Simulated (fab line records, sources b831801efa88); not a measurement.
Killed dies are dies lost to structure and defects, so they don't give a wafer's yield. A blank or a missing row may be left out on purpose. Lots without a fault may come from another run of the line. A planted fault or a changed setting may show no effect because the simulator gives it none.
Which tool did it? | flow sky130 | 11 lots, 33 wafers sampled, at 2 steps of a route of 708

WHAT THE GAUGES READ, wafer by wafer
SKY_METAL2_RS_MEAS_05: measures by four-point-probe.
lot  | measured     | on            | METAL2_ALCU_RS (ohm/sq)
L238 | day 33 18:38 | film_metro-04 | 0.1258 0.1272 0.1259
L240 | day 34 11:04 | film_metro-03 | 0.1252 0.1268 0.1253
L242 | day 35 04:40 | film_metro-03 | 0.1287 0.1276 0.1267
L243 | day 35 10:52 | film_metro-04 | 0.1284 0.1256 0.1245
L244 | day 35 20:43 | film_metro-04 | 0.1256 0.1261 0.1240
L245 | day 36 07:40 | film_metro-03 | 0.1283 0.1253 0.1289
L253 | day 38 21:05 | film_metro-02 | 0.1253 0.1252 0.1247
L255 | day 39 05:53 | film_metro-02 | 0.1269 0.1252 0.1268
L257 | day 40 01:40 | film_metro-02 | 0.1275 0.1272 0.1266
L258 | day 40 02:21 | film_metro-03 | 0.1255 0.1286 0.1245
L259 | day 40 10:21 | film_metro-03 | 0.1262 0.1277 0.1267

WHICH TOOL RAN EACH LOT (tool, then ch and the chambers of the sampled wafers, then the start)
lot  | SKY_METAL2_SPUTTER_03
L238 | pvd_sputter-02, day 33 18:32
L240 | pvd_sputter-02, day 34 10:58
L242 | pvd_sputter-01, day 35 04:36
L243 | pvd_sputter-01, day 35 10:48
L244 | pvd_sputter-02, day 35 20:39
L245 | pvd_sputter-02, day 36 07:36
L253 | pvd_sputter-04, day 38 20:58
L255 | pvd_sputter-04, day 39 05:49
L257 | pvd_sputter-04, day 40 01:35
L258 | pvd_sputter-02, day 40 02:14
L259 | pvd_sputter-04, day 40 10:16
- SKY_METAL2_SPUTTER_03: material Ti, target thk 5 nm, time 3.3 s.

THE ANSWER, worked out from the rows above alone
Rule: what is usual is taken from the lots themselves. Put in order of their means at a reading, lots are off if they are a third of the lots or fewer, leave a main group of 4 or more, and stand apart from it by a gap of 3 or more times the standard deviation of the main group's means; of several such gaps the widest counts. A main group whose means are all the same, to the digits that the tables above print for the reading, isn't used. A lot without any number at a reading at which 4 lots or more have one is off too. The other lots that the step has rows for count as sound.
No lot is off at any reading shown: from this, nothing can be told.

WHAT THE SIMULATOR HAD PUT IN
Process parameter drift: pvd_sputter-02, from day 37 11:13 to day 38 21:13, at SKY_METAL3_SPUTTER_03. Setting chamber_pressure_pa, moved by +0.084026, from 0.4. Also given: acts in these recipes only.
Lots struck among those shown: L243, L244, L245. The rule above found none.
